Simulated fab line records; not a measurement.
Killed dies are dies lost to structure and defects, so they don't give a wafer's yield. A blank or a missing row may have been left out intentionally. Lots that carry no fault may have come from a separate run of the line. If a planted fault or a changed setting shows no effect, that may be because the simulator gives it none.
Which tool is to blame? || flow gf180mcu || 13 lots with 39 wafers sampled at 4 steps, on a route of 602 steps

## WHAT EACH GAUGE READ, for each wafer
GF_TOP_METAL_OVL_MEAS_15. Usual: for TOP_METAL_OVL the level is -0.1 nm and the standard deviation is 1.3.
{"lot": "L546", "measured": "day 27 23:04", "on": "overlay-02", "TOP_METAL_OVL (nm)": "0.8 1.8 3.9", "flag": ""}
{"lot": "L549", "measured": "day 28 22:37", "on": "overlay-01", "TOP_METAL_OVL (nm)": "-0.7 -0.9 -1.1", "flag": ""}
{"lot": "L550", "measured": "day 29 10:57", "on": "overlay-02", "TOP_METAL_OVL (nm)": "-1.2 -0.3 -0.3", "flag": ""}
{"lot": "L551", "measured": "day 29 17:00", "on": "overlay-02", "TOP_METAL_OVL (nm)": "1.9 3.7 1.4", "flag": ""}
{"lot": "L553", "measured": "day 30 13:01", "on": "overlay-01", "TOP_METAL_OVL (nm)": "1.1 0.8 0.9", "flag": ""}
{"lot": "L554", "measured": "day 30 14:01", "on": "overlay-02", "TOP_METAL_OVL (nm)": "1.2 -1.8 -0.4", "flag": ""}
{"lot": "L556", "measured": "day 31 05:41", "on": "overlay-01", "TOP_METAL_OVL (nm)": "-2.0 -0.7 -0.7", "flag": ""}
{"lot": "L558", "measured": "day 31 16:23", "on": "overlay-01", "TOP_METAL_OVL (nm)": "-1.3 -1.9 -1.6", "flag": ""}
{"lot": "L560", "measured": "day 32 08:12", "on": "overlay-02", "TOP_METAL_OVL (nm)": "-0.7 -0.6 -0.4", "flag": ""}
{"lot": "L564", "measured": "day 33 04:41", "on": "overlay-01", "TOP_METAL_OVL (nm)": "-0.8 -1.0 -1.5", "flag": ""}
{"lot": "L565", "measured": "day 33 08:06", "on": "overlay-02", "TOP_METAL_OVL (nm)": "-1.3 -1.3 -0.7", "flag": ""}
{"lot": "L567", "measured": "day 33 21:32", "on": "overlay-01", "TOP_METAL_OVL (nm)": "0.5 1.5 -0.1", "flag": ""}
{"lot": "L568", "measured": "day 34 04:09", "on": "overlay-02", "TOP_METAL_OVL (nm)": "-1.6 0.2 -0.4", "flag": ""}

GF_PASSIVATION_THK_MEAS_01. Usual: for PASSIVATION_CVD_00_THK the level is 1000 nm and the standard deviation is 13.
{"lot": "L546", "measured": "day 27 23:55", "on": "filmMetro-02", "PASSIVATION_CVD_00_THK (nm)": "992 1005 999", "flag": ""}
{"lot": "L549", "measured": "day 28 23:26", "on": "filmMetro-02", "PASSIVATION_CVD_00_THK (nm)": "992 981 1014", "flag": ""}
{"lot": "L550", "measured": "day 29 11:49", "on": "filmMetro-02", "PASSIVATION_CVD_00_THK (nm)": "996 998 1011", "flag": ""}
{"lot": "L551", "measured": "day 29 17:50", "on": "filmMetro-01", "PASSIVATION_CVD_00_THK (nm)": "984 1005 1000", "flag": ""}
{"lot": "L553", "measured": "day 30 13:51", "on": "filmMetro-02", "PASSIVATION_CVD_00_THK (nm)": "994 1006 1009", "flag": ""}
{"lot": "L554", "measured": "day 30 14:50", "on": "filmMetro-01", "PASSIVATION_CVD_00_THK (nm)": "979 999 998", "flag": ""}
{"lot": "L556", "measured": "day 31 06:31", "on": "filmMetro-03", "PASSIVATION_CVD_00_THK (nm)": "1010 1015 1019", "flag": ""}
{"lot": "L558", "measured": "day 31 17:13", "on": "filmMetro-02", "PASSIVATION_CVD_00_THK (nm)": "978 1023 1012", "flag": ""}
{"lot": "L560", "measured": "day 32 09:04", "on": "filmMetro-02", "PASSIVATION_CVD_00_THK (nm)": "995 1011 1017", "flag": ""}
{"lot": "L564", "measured": "day 33 05:41", "on": "filmMetro-01", "PASSIVATION_CVD_00_THK (nm)": "1020 1017 1001", "flag": ""}
{"lot": "L565", "measured": "day 33 08:56", "on": "filmMetro-02", "PASSIVATION_CVD_00_THK (nm)": "993 1004 1028", "flag": ""}
{"lot": "L567", "measured": "day 33 22:22", "on": "filmMetro-03", "PASSIVATION_CVD_00_THK (nm)": "985 1003 994", "flag": ""}
{"lot": "L568", "measured": "day 34 04:58", "on": "filmMetro-03", "PASSIVATION_CVD_00_THK (nm)": "995 989 998", "flag": ""}

## EACH LOT AND THE TOOL THAT RAN IT (in order: tool; ch and the chambers of the sampled wafers; start)
{"lot": "L546", "GF_PSD_STRIP_10": "plasmaAsher-01 ch 0,1, day 14 00:38", "GF_TOP_METAL_STRIP_17": "plasmaAsher-03 ch 0,1, day 27 23:17"}
{"lot": "L549", "GF_PSD_STRIP_10": "plasmaAsher-01 ch 0,1, day 15 02:15", "GF_TOP_METAL_STRIP_17": "plasmaAsher-02 ch 0,1, day 28 22:49"}
{"lot": "L550", "GF_PSD_STRIP_10": "plasmaAsher-02 ch 0,1, day 15 16:41", "GF_TOP_METAL_STRIP_17": "plasmaAsher-02 ch 0, day 29 11:10"}
{"lot": "L551", "GF_PSD_STRIP_10": "plasmaAsher-01 ch 1, day 15 21:55", "GF_TOP_METAL_STRIP_17": "plasmaAsher-02 ch 0,1, day 29 17:12"}
{"lot": "L553", "GF_PSD_STRIP_10": "plasmaAsher-04 ch 0,1, day 16 20:47", "GF_TOP_METAL_STRIP_17": "plasmaAsher-03 ch 0,1, day 30 13:15"}
{"lot": "L554", "GF_PSD_STRIP_10": "plasmaAsher-01 ch 0,1, day 16 22:59", "GF_TOP_METAL_STRIP_17": "plasmaAsher-02 ch 0,1, day 30 14:13"}
{"lot": "L556", "GF_PSD_STRIP_10": "plasmaAsher-02 ch 0,1, day 17 18:54", "GF_TOP_METAL_STRIP_17": "plasmaAsher-03 ch 0, day 31 05:54"}
{"lot": "L558", "GF_PSD_STRIP_10": "plasmaAsher-02 ch 0,1, day 18 10:48", "GF_TOP_METAL_STRIP_17": "plasmaAsher-03 ch 0,1, day 31 16:37"}
{"lot": "L560", "GF_PSD_STRIP_10": "plasmaAsher-01 ch 0, day 19 08:59", "GF_TOP_METAL_STRIP_17": "plasmaAsher-03 ch 0,1, day 32 08:24"}
{"lot": "L564", "GF_PSD_STRIP_10": "plasmaAsher-04 ch 0,1, day 20 12:55", "GF_TOP_METAL_STRIP_17": "plasmaAsher-02 ch 0,1, day 33 04:55"}
{"lot": "L565", "GF_PSD_STRIP_10": "plasmaAsher-04 ch 0,1, day 20 22:56", "GF_TOP_METAL_STRIP_17": "plasmaAsher-03 ch 0,1, day 33 08:20"}
{"lot": "L567", "GF_PSD_STRIP_10": "plasmaAsher-02 ch 0,1, day 21 12:03", "GF_TOP_METAL_STRIP_17": "plasmaAsher-01 ch 0,1, day 33 21:45"}
{"lot": "L568", "GF_PSD_STRIP_10": "plasmaAsher-02 ch 0,1, day 21 23:30", "GF_TOP_METAL_STRIP_17": "plasmaAsher-01 ch 0,1, day 34 04:21"}
- GF_PSD_STRIP_10: strips in O2/N2.
- GF_TOP_METAL_STRIP_17: strips in O2/N2.

## WHAT THE TOOLS THEMSELVES READ (means of the sampled wafers that have a number; where no wafer has one, the mark that the record gives instead)
GF_PSD_STRIP_10. Usual: drypumpMotorCurrentA 5.9 A, standard deviation 0.31; heaterPowerW 354 W, standard deviation 27; oesProductAu 0.592 a.u., standard deviation 0.0045; stripTimeToEndpointS 16.55 s, standard deviation 0.046.
{"lot": "L546", "tool": "plasmaAsher-01", "drypumpMotorCurrentA (A)": 5.5, "heaterPowerW (W)": 352, "oesProductAu (a.u.)": 0.596, "stripTimeToEndpointS (s)": 16.50, "flag": ""}
{"lot": "L549", "tool": "plasmaAsher-01", "drypumpMotorCurrentA (A)": 5.5, "heaterPowerW (W)": 350, "oesProductAu (a.u.)": 0.591, "stripTimeToEndpointS (s)": 16.54, "flag": ""}
{"lot": "L550", "tool": "plasmaAsher-02", "drypumpMotorCurrentA (A)": 6.1, "heaterPowerW (W)": 352, "oesProductAu (a.u.)": 0.592, "stripTimeToEndpointS (s)": 16.58, "flag": ""}
{"lot": "L551", "tool": "plasmaAsher-01", "drypumpMotorCurrentA (A)": 5.3, "heaterPowerW (W)": 336, "oesProductAu (a.u.)": 0.599, "stripTimeToEndpointS (s)": 16.52, "flag": ""}
{"lot": "L553", "tool": "plasmaAsher-04", "drypumpMotorCurrentA (A)": 6.1, "heaterPowerW (W)": 358, "oesProductAu (a.u.)": 0.593, "stripTimeToEndpointS (s)": 16.61, "flag": ""}
{"lot": "L554", "tool": "plasmaAsher-01", "drypumpMotorCurrentA (A)": 5.7, "heaterPowerW (W)": 361, "oesProductAu (a.u.)": 0.594, "stripTimeToEndpointS (s)": 16.49, "flag": ""}
{"lot": "L556", "tool": "plasmaAsher-02", "drypumpMotorCurrentA (A)": 6.1, "heaterPowerW (W)": 350, "oesProductAu (a.u.)": 0.587, "stripTimeToEndpointS (s)": 16.47, "flag": ""}
{"lot": "L558", "tool": "plasmaAsher-02", "drypumpMotorCurrentA (A)": 6.1, "heaterPowerW (W)": 360, "oesProductAu (a.u.)": 0.587, "stripTimeToEndpointS (s)": 16.49, "flag": ""}
{"lot": "L560", "tool": "plasmaAsher-01", "drypumpMotorCurrentA (A)": 5.8, "heaterPowerW (W)": 376, "oesProductAu (a.u.)": 0.591, "stripTimeToEndpointS (s)": 16.57, "flag": ""}
{"lot": "L564", "tool": "plasmaAsher-04", "drypumpMotorCurrentA (A)": 6.1, "heaterPowerW (W)": 368, "oesProductAu (a.u.)": 0.595, "stripTimeToEndpointS (s)": 16.56, "flag": ""}
{"lot": "L565", "tool": "plasmaAsher-04", "drypumpMotorCurrentA (A)": 6.1, "heaterPowerW (W)": 372, "oesProductAu (a.u.)": 0.596, "stripTimeToEndpointS (s)": 16.60, "flag": ""}
{"lot": "L567", "tool": "plasmaAsher-02", "drypumpMotorCurrentA (A)": 6.1, "heaterPowerW (W)": 356, "oesProductAu (a.u.)": 0.592, "stripTimeToEndpointS (s)": 16.56, "flag": ""}
{"lot": "L568", "tool": "plasmaAsher-02", "drypumpMotorCurrentA (A)": 6.1, "heaterPowerW (W)": 333, "oesProductAu (a.u.)": 0.591, "stripTimeToEndpointS (s)": 16.52, "flag": ""}

GF_TOP_METAL_STRIP_17. Usual: drypumpMotorCurrentA 5.80 A, standard deviation 0.3; heaterPowerW 343 W, standard deviation 28; oesProductAu 0.710 a.u., standard deviation 0.0047; stripTimeToEndpointS 13.11 s, standard deviation 0.083.
{"lot": "L546", "tool": "plasmaAsher-03", "drypumpMotorCurrentA (A)": 5.59, "heaterPowerW (W)": 328, "oesProductAu (a.u.)": 0.706, "stripTimeToEndpointS (s)": 13.22, "flag": ""}
{"lot": "L549", "tool": "plasmaAsher-02", "drypumpMotorCurrentA (A)": 6.03, "heaterPowerW (W)": 332, "oesProductAu (a.u.)": 0.712, "stripTimeToEndpointS (s)": 13.11, "flag": ""}
{"lot": "L550", "tool": "plasmaAsher-02", "drypumpMotorCurrentA (A)": 6.18, "heaterPowerW (W)": 375, "oesProductAu (a.u.)": 0.714, "stripTimeToEndpointS (s)": 13.12, "flag": ""}
{"lot": "L551", "tool": "plasmaAsher-02", "drypumpMotorCurrentA (A)": 6.03, "heaterPowerW (W)": 341, "oesProductAu (a.u.)": 0.707, "stripTimeToEndpointS (s)": 13.07, "flag": ""}
{"lot": "L553", "tool": "plasmaAsher-03", "drypumpMotorCurrentA (A)": 5.57, "heaterPowerW (W)": 326, "oesProductAu (a.u.)": 0.710, "stripTimeToEndpointS (s)": 13.08, "flag": ""}
{"lot": "L554", "tool": "plasmaAsher-02", "drypumpMotorCurrentA (A)": 6.11, "heaterPowerW (W)": 356, "oesProductAu (a.u.)": 0.707, "stripTimeToEndpointS (s)": 13.17, "flag": ""}
{"lot": "L556", "tool": "plasmaAsher-03", "drypumpMotorCurrentA (A)": 5.45, "heaterPowerW (W)": 319, "oesProductAu (a.u.)": 0.713, "stripTimeToEndpointS (s)": 13.19, "flag": ""}
{"lot": "L558", "tool": "plasmaAsher-03", "drypumpMotorCurrentA (A)": 5.57, "heaterPowerW (W)": 322, "oesProductAu (a.u.)": 0.709, "stripTimeToEndpointS (s)": 13.31, "flag": ""}
{"lot": "L560", "tool": "plasmaAsher-03", "drypumpMotorCurrentA (A)": 5.70, "heaterPowerW (W)": 330, "oesProductAu (a.u.)": 0.709, "stripTimeToEndpointS (s)": 13.08, "flag": ""}
{"lot": "L564", "tool": "plasmaAsher-02", "drypumpMotorCurrentA (A)": 6.01, "heaterPowerW (W)": 334, "oesProductAu (a.u.)": 0.709, "stripTimeToEndpointS (s)": 13.08, "flag": ""}
{"lot": "L565", "tool": "plasmaAsher-03", "drypumpMotorCurrentA (A)": 5.62, "heaterPowerW (W)": 321, "oesProductAu (a.u.)": 0.717, "stripTimeToEndpointS (s)": 13.03, "flag": ""}
{"lot": "L567", "tool": "plasmaAsher-01", "drypumpMotorCurrentA (A)": 5.63, "heaterPowerW (W)": 373, "oesProductAu (a.u.)": 0.708, "stripTimeToEndpointS (s)": 13.21, "flag": ""}
{"lot": "L568", "tool": "plasmaAsher-01", "drypumpMotorCurrentA (A)": 5.46, "heaterPowerW (W)": 363, "oesProductAu (a.u.)": 0.708, "stripTimeToEndpointS (s)": 13.11, "flag": ""}

## THE ANSWER, worked out from the rows above alone
Rule: a lot is off if the mean of its wafers that have a number lies more than 3 standard deviations from the usual mean. Also off: a lot with no number at a reading for which 4 or more lots have one. Where the step has rows for the other lots, those lots are counted as sound. The gauges are gone through in route order, then the tools' own readings, and for those a lot's mean is taken as printed above. The first step at which some lot is off is used, and at that step the reading that is off furthest; a lot without a number counts as furthest.
Nothing can be told from this: no lot is off at any reading shown.

## WHAT THE SIMULATOR HAD INSERTED
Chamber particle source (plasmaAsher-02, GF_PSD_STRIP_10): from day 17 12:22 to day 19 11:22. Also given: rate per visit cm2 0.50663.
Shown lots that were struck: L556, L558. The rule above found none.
